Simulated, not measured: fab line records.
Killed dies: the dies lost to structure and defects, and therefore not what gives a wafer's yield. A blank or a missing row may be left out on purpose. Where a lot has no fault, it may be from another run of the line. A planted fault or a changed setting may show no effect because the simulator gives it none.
Matching of chambers    flow gf180mcu    cmp-01 running GF_CONTACT_CMP_27: 4 sister chambers
The step polishes, stops on SiO2, t overpolish 15 s, target thk 0 nm. 7 wafers are shown with their chamber, then 9 later ones without.

WAFERS WITH THEIR CHAMBER
wafer   chamber  time to endpoint s (s)  motor current A (A)
L254.4  3        66.8                    12.3
L264.2  0        73.7                    12.6
L265.1  1        80.3                    13.3
L265.2  0        74.3                    11.7
L268.1  1        79.1                    14.1
L268.4  2        77.9                    11.7
L268.5  2        76.4                    12.0

WAFERS WITH NO CHAMBER GIVEN
wafer   time to endpoint s (s)  motor current A (A)
L272.3  75.3                    13.6
L272.4  72.1                    12.6
L272.6  73.6                    12.1
L273.2  75.9                    11.6
L273.4  70.0                    12.1
L273.6  74.7                    13.9
L274.2  71.0                    12.4
L274.5  68.0                    11.8
L274.6  75.5                    11.4

CHAMBER TAKEN BY EACH
wafer    from the rows above       in truth
L272.3   can't be placed: 0 or 2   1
L272.4   0                         0
L272.6   0                         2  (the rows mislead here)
L273.2   can't be placed: 2 or 0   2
L273.4   can't be placed: 3 or 0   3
L273.6   can't be placed: 0 or 2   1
L274.2   can't be placed: 0 or 3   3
L274.5   3                         3
L274.6   can't be placed: 2 or 0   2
Correct placement for 2 of the 9. Not placeable from these rows: 6 (in 4, the candidates include the true chamber). Wrongly placed: 1.
How it was worked out, from the rows above alone: a wafer's distance from a chamber is the root of the sum, over the readings, of the square of ((its reading less the chamber's mean) divided by the reading's scatter). If the next closest chamber is less than 2 further off than the closest, the wafer can't be placed; otherwise it belongs to the closest. For every chamber, the mean is computed from those of its wafers that are shown. The scatter: take each reading less its chamber's mean, square it, sum over the shown wafers, divide by the number of wafers less the number of chambers, and take the root.
